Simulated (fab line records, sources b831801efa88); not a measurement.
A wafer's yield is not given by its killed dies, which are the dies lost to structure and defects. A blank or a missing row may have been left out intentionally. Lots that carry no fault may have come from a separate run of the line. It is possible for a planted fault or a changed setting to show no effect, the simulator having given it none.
The tool behind it: which one? :: flow gf180mcu :: Sampling: 6 lots, 18 wafers, 3 of 602 route steps

## WHAT THE GAUGES READ, wafer by wafer
GF_MIM_THK_MEAS_06.
lot: L286
measured: day 25 19:21
on: filmMetro-01
MIM_CVD_05_THK (nm): 56.0 57.0 57.3

lot: L289
measured: day 26 21:58
on: filmMetro-03
MIM_CVD_05_THK (nm): 41.9 42.5 42.6

lot: L296
measured: day 28 21:40
on: filmMetro-01
MIM_CVD_05_THK (nm): 41.5 41.4 42.8

lot: L299
measured: day 29 18:49
on: filmMetro-04
MIM_CVD_05_THK (nm): 42.1 42.4 42.6

lot: L302
measured: day 30 13:53
on: filmMetro-03
MIM_CVD_05_THK (nm): 41.6 42.1 41.9

lot: L304
measured: day 31 04:17
on: filmMetro-04
MIM_CVD_05_THK (nm): 41.8 41.4 42.4

## WHAT TOOL EACH LOT RAN ON (gives the tool, then ch and the chambers of the sampled wafers, and finally the start)
lot: L286
GF_V3_ETCH_16: rieDiel-04 ch 0,1,2, day 23 19:42
GF_MIM_CVD_05: pecvd-02 ch 1,2, day 25 19:19

lot: L289
GF_V3_ETCH_16: rieDiel-03 ch 0,3, day 24 23:27
GF_MIM_CVD_05: pecvd-03 ch 0,1, day 26 21:55

lot: L296
GF_V3_ETCH_16: rieDiel-02 ch 0,3, day 27 01:32
GF_MIM_CVD_05: pecvd-01 ch 0,1,2, day 28 21:37

lot: L299
GF_V3_ETCH_16: rieDiel-04 ch 0,2, day 28 00:02
GF_MIM_CVD_05: pecvd-03 ch 0,1, day 29 18:47

lot: L302
GF_V3_ETCH_16: rieDiel-02 ch 1,3, day 28 18:53
GF_MIM_CVD_05: pecvd-03 ch 0,1,2, day 30 13:51

lot: L304
GF_V3_ETCH_16: rieDiel-03 ch 1,2, day 29 11:50
GF_MIM_CVD_05: pecvd-02 ch 0,1, day 31 04:15
- GF_V3_ETCH_16: etches BARC in N2/H2.
- GF_MIM_CVD_05: deposits Si3N4, target thk 42 nm, time 29.086 s.

## THE ANSWER, worked out from the rows above alone
Rule: the usual values come from the lots themselves. The widest of any qualifying gaps counts: lots, ordered by their means at a reading, are off when they make up no more than a third of the lots, leave a main group of 4 or more, and stand apart from it by 3 or more times the standard deviation of that group's means. A main group is skipped when, at the precision printed for the reading in the tables above, its means are all equal. A lot without any number at a reading at which 4 lots or more have one is off too. All remaining lots with rows at the step are treated as sound.
Off: at GF_MIM_THK_MEAS_06 (MIM_CVD_05_THK), L286. The main group: mean 42.1 nm, standard deviation 0.23.
A tool fits if, at a process step before that reading, it ran every lot that is off, and no sound lot after the first of them. The gauges at GF_MIM_THK_MEAS_06 are tried like those tools. No candidate that was tried fits.

## WHAT THE SIMULATOR PUT IN
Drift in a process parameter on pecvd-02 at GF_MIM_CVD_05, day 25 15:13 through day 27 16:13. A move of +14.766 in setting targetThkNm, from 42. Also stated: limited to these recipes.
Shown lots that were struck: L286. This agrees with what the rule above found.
